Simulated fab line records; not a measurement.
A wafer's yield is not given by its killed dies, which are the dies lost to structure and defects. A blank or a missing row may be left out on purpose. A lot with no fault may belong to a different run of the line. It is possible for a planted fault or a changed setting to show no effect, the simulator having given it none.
Which tool did it?    flow gf180mcu    Sampling: 11 lots, 33 wafers, 3 of 602 route steps

## WHAT EACH GAUGE READ, for each wafer
GF_HV_LDD_OVL_MEAS_08.
lot   measured      on          HV_LDD_OVL (nm)
L692  day 10 07:35  overlay-02  -1.2 0.1 -1.9
L693  day 10 15:03  overlay-02  0.5 -0.3 -0.6
L694  day 10 15:22  overlay-01  1.0 1.5 0.4
L695  day 10 21:29  overlay-02  1.8 2.3 1.8
L696  day 11 02:02  overlay-02  2.6 -1.4 0.7
L703  day 13 09:12  overlay-02  300.6 300.3 299.7 302.0 301.3 300.5
L704  day 13 17:20  overlay-01  -0.5 3.1 -0.2
L705  day 13 17:56  overlay-01  302.4 302.8 303.3 303.3 304.4 303.8
L711  day 15 16:57  overlay-01  1.2 2.2 1.0
L712  day 16 15:42  overlay-01  -1.0 0.1 -1.0
L714  day 16 20:39  overlay-01  -0.4 -1.0 -1.5

GF_CONTACT_OVL_MEAS_15.
lot   measured      on          CONTACT_OVL (nm)
L692  day 16 06:50  overlay-02  4 -2 -5
L693  day 16 13:26  overlay-02  -5 -9 2
L694  day 16 14:51  overlay-01  -13 -5 -3
L695  day 17 01:39  overlay-02  -1 -4 -6
L696  day 17 05:57  overlay-02  -11 -5 -12
L704  day 20 09:56  overlay-01  -2 -5 3
L711  day 22 21:46  overlay-01  4 4 2
L712  day 23 21:09  overlay-01  -7 -2 -3
L714  day 24 00:46  overlay-02  -9 1 -5

## EACH LOT AND THE TOOL THAT RAN IT (in order: tool; ch and the chambers of the sampled wafers; start)
lot   GF_HV_LDD_EXPOSE_04
L692  iline-stepper-02 ch 0, day 9 22:49
L693  iline-stepper-02 ch 0, day 10 06:17
L694  iline-stepper-02 ch 0, day 10 06:57
L695  iline-stepper-01 ch 0, day 10 12:46
L696  iline-stepper-01 ch 0, day 10 16:57
L703  iline-stepper-02 ch 0, day 12 23:43
L704  iline-stepper-01 ch 0, day 13 07:25
L705  iline-stepper-02 ch 0, day 13 07:47
L711  iline-stepper-01 ch 0, day 15 07:02
L712  iline-stepper-01 ch 0, day 16 04:55
L714  iline-stepper-01 ch 0, day 16 10:32
- GF_HV_LDD_EXPOSE_04: exposes mask Nplus LV AREA, target cd 400 nm.

## WHAT THE TOOLS THEMSELVES READ (means of the sampled wafers that have a number; where no wafer has one, the mark that the record gives instead)
The record holds no such reading with a usual standard deviation.

## THE ANSWER, worked out from the rows above alone
Rule: usual is defined by the lots themselves. The widest of any qualifying gaps counts: lots, ordered by their means at a reading, are off when they make up no more than a third of the lots, leave a main group of 4 or more, and stand apart from it by 3 or more times the standard deviation of that group's means. A main group whose means are all the same, to the digits that the tables above print for the reading, isn't used. A lot without any number at a reading at which 4 lots or more have one is off too. Any other lot the step has rows for is counted as sound. First the gauges in route order, then the tools' own readings, where a lot's mean is used as printed above. At the first step where some lot is off, the reading lying furthest off is the one used; lots without a number count as furthest.
Off: at GF_HV_LDD_OVL_MEAS_08 (HV_LDD_OVL), L703, L705. The main group has a mean of 0.3 nm with a standard deviation of 1.
A tool fits if, at a process step before that reading, it ran every lot that is off, and no sound lot after the first of them. The gauges at GF_HV_LDD_OVL_MEAS_08 are tried like those tools. One fits: GF_HV_LDD_EXPOSE_04 on iline-stepper-02. Its last sound lot is L694 (day 10 06:57), its first lot that is off L703 (day 12 23:43): a fault that began between those two fits.

## WHAT WAS PUT IN BY THE SIMULATOR
Scanner matching overlay: iline-stepper-02, from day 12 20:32 on, at GF_HV_LDD_EXPOSE_04. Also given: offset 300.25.
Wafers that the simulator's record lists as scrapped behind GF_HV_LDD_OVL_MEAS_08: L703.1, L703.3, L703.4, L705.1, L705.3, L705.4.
Struck lots among those shown: L703, L705. The same result came from the rule above.
